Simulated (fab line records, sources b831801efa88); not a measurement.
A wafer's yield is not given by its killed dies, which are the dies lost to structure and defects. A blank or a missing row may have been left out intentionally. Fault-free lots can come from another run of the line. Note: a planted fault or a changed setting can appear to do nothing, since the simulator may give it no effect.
Which of the tools did it?	flow sfq_line	7 lots (21 wafers sampled), 1 step of a 325-step route

== WHAT EACH GAUGE READ, for each wafer ==
SFQ_M0_OVL_MEAS_906.
lot	measured	on	M0_OVL (nm)
L635	day 12 17:59	overlay-01	0 -1 0
L637	day 13 13:02	overlay-02	3 4 6
L648	day 17 04:17	overlay-01	-5 -11 -7
L651	day 18 19:24	overlay-02	0 3 -1
L653	day 19 20:59	overlay-01	-11 -7 -12
L655	day 20 06:35	overlay-01	1 5 1
L657	day 20 23:24	overlay-02	-2 -6 -1

== EACH LOT AND THE TOOL THAT RAN IT (in order: tool; ch and the chambers of the sampled wafers; start) ==
There is no process step in the record ahead of these readings.

== THE ANSWER, worked out from the rows above alone ==
Rule: the lots themselves supply what counts as usual. Put in order of their means at a reading, lots are off if they are a third of the lots or fewer, leave a main group of 4 or more, and stand apart from it by a gap of 3 or more times the standard deviation of the main group's means; of several such gaps the widest counts. The tables above print the reading to a certain number of digits; a main group whose means all agree to those digits is not used. Also off: a lot with no number at a reading for which 4 or more lots have one. All remaining lots with rows at the step are treated as sound.
No lot is off at any reading shown: from this, nothing can be told.

== WHAT THE SIMULATOR HAD INSERTED ==
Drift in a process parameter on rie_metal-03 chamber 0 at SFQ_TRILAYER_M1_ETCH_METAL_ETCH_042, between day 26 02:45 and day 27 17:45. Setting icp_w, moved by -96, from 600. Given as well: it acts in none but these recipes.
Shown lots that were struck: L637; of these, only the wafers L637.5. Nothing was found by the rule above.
